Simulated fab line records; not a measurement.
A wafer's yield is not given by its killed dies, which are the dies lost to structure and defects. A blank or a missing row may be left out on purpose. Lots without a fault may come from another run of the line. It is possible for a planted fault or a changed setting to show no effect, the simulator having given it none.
Struck lot and sound lot, side by side / flow sky130 / 14 steps out of a route of 708
Sound: these wafers, L351.1, L351.3, L351.6. The struck wafers were L360.3, L360.4, L360.5. At the end, the cause is stated.
For every step that has rows: the tool of each side, followed by ch and its chambers, followed by its first start. Under that, the readings that differ: sound wafers / struck wafers / difference of the means / sigmas: that difference in standard deviations of wafers without a fault.
alike: readings whose means differ by less than 2 such deviations, and words and numbers that are the same on both sides. not compared: withheld readings, readings that some wafer has no value for, bounds like >300 that may hide the same value, and numbers for which the record gives no deviation and whose values overlap.
The two part at a step that has a row with sigmas, a row that says differs or no value, or rows on one side only. Numbers that don't overlap but have no deviation are shown without sigmas and don't part them. A reading missing from all wafers of one side parts the sides only when that side holds two or more wafers.

SKY_VIA2_ETCH_14: etches BARC in N2/H2, stops on SiO2, time 45.9 s, target depth 60 nm.
  sound on rie-diel-01 ch 0,3, day 36 05:40; struck on rie-diel-03 ch 1,2,3, day 40 08:10
  alike: drypump-motor-current-A, oes-product-au, throttle-valve-pct
  not compared: rf-hours-counter-h
SKY_VIA2_ETCH_15: etches SiO2 in C4F8/O2/Ar, stops on TiN, target depth 546 nm, time 84 s.
  sound on rie-diel-01 ch 0,3, day 36 05:43; struck on rie-diel-03 ch 1,2,3, day 40 08:12
  alike: oes-product-au
  not compared: rf-hours-counter-h
then, 4 steps without rows for these wafers: SKY_VIA2_STRIP_16 (strips in O2/N2); SKY_VIA2_STRIP_17 (strips in post etch residue remover, time 1200 s); SKY_VIA2_CLEAN_18 (cleans in IPA, time 180 s); SKY_VIA2_CLEAN_19 (cleans in O3/DIW).
SKY_VIA2_SPUTTER_20: material TiN, target thk 20 nm, time 80 s.
  struck on pvd-sputter-04, day 40 08:52; sound on pvd-sputter-03, day 36 06:22
reading=cathode-dc-power-W (W); sound=4000.1 3998.0 3998.7; struck=4000.0 4001.8 4000.5; difference=+1.8; sigmas=+3
  alike: throttle-valve-pct
SKY_VIA2_CVD_21: deposits W, target thk 420 nm, time 126.4 s.
  sound on cvd-w-02 ch 1, day 36 06:26; struck on cvd-w-01 ch 0,1, day 40 08:58
reading=heater-power-outer-w (W); sound=651 628 649; struck=526 559 538; difference=-102; sigmas=-3
reading=heater-power-w (W); sound=986 957 944; struck=830 846 874; difference=-112; sigmas=-2
  alike: susceptor-temp-C
SKY_VIA2_RS_MEAS_22: a four-point-probe measurement.
  struck on film-metro-01, day 40 09:05; sound on film-metro-03, day 36 06:34
  alike: VIA2_W_RS
SKY_VIA2_THK_MEAS_23: measures by xrf.
  struck on film-metro-01, day 40 09:11; sound on film-metro-03, day 36 06:41
  alike: VIA2_W_THK
then, 2 steps without rows for these wafers: SKY_VIA2_CMP_24 (polishes, stops on SiO2, t overpolish 20 s, target thk 0 nm); SKY_METAL3_SPUTTER_00 (material Ti, target thk 15 nm, time 10 s).
SKY_METAL3_SPUTTER_01: material TiN, target thk 20 nm, time 16.7 s.
  struck on pvd-sputter-02, day 40 09:33; sound on pvd-sputter-02, day 36 07:04
reading=cathode-dc-power-W (W); sound=6499.4 6501.3 6499.9; struck=5179.3 5178.7 5182.4; difference=-1320.1; sigmas=-99 or more
reading=model.TiN_of_METAL3_SPUTTER_01.thk-nm (nm); sound=20.14 20.4 20.51; struck=15.68 16.19 15.53; difference=-4.55; sigmas=
  alike: throttle-valve-pct
SKY_METAL3_SPUTTER_02: material AlCu, target thk 735 nm, time 39.1 s.
  struck on pvd-sputter-02, day 40 09:35; sound on pvd-sputter-02, day 36 07:05
  alike: cathode-dc-power-W, throttle-valve-pct

WHERE THEY PART
First at SKY_VIA2_SPUTTER_20; last, within this record, at SKY_METAL3_SPUTTER_01. Later steps at which nothing parts them and some readings are alike: SKY_METAL3_SPUTTER_02.

WHY: what the simulator had put in
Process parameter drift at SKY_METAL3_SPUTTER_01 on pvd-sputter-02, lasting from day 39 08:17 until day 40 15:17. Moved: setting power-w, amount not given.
